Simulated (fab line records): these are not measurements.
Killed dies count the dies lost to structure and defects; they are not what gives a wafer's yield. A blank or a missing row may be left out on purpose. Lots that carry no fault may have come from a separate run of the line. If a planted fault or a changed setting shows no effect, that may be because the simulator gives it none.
The same fault as seen by 2 desks ; flow sky130 ; each desk has only its own numbers; what lay behind them comes last

DESK OF THE TOOL OWNER: plasma-asher-01
The tool's own readings at SKY_SONOS_ONO_STRIP_17 (strips in O2/N2): means of the sampled wafers that have a number, for each lot that ran on this tool. Any lot whose mean is over 4 standard deviations away from the usual mean is out of limits and marked OUT; that distance is given in the brackets.
Columns: A = chamber-pressure-mTorr at SKY_SONOS_ONO_STRIP_17, usual 1499.9 mTorr; B = drypump-motor-current-A at SKY_SONOS_ONO_STRIP_17, usual 5.8 A; C = n2-flow-sccm at SKY_SONOS_ONO_STRIP_17, usual 300.1 sccm; D = oes-product-au at SKY_SONOS_ONO_STRIP_17, usual 0.710 a.u.; E = strip-time-to-endpoint-s at SKY_SONOS_ONO_STRIP_17, usual 14.12 s
lot;first seen here;A;B;C;D;E
L687;day 13 10:39;1499.5;5.7;301.5;0.711;14.13
L690;day 14 20:59;1501.0;5.9;299.9;0.714;14.10
L691;day 15 03:06;1500.3;5.7;300.0;0.712;14.09
L702;day 18 17:51;1500.3;5.6;300.0;0.709;14.09
L703;day 19 05:29;1500.5;5.9;300.7;0.707;14.17
L707;day 21 03:50;1499.9;5.9;300.5;0.710;14.13
This desk's finding: nothing out of limits on any of the 6 lots.

FROM THE METROLOGY DESK
Means of the sampled wafers that have a number, per lot and without regard to the tool the lot ran on: this is what the gauges read. Any lot whose mean is over 4 standard deviations away from the usual mean is out of limits and marked OUT; that distance is given in the brackets.
Columns: A = PAD_OPEN_BOW at SKY_PAD_OPEN_BOW_MEAS_13, usual 44 um
lot;first seen here;A
L684;day 45 15:30;52
L685;day 46 01:44;43
L687;day 46 08:29;48
L690;day 47 07:59;48
L691;day 47 15:52;28
L701;day 49 20:35;33
L702;day 49 22:41;52
L703;day 50 05:34;45
L704;day 50 09:47;43
L705;day 50 14:49;41
L706;day 50 17:13;40
L707;day 51 05:41;49
This desk's finding: nothing out of limits on any of the 12 lots.

PUT TOGETHER
The desk of the tool owner found nothing out of limits.
From the metrology desk's view, nothing was out of limits.

WHAT THE SIMULATOR HAD INSERTED
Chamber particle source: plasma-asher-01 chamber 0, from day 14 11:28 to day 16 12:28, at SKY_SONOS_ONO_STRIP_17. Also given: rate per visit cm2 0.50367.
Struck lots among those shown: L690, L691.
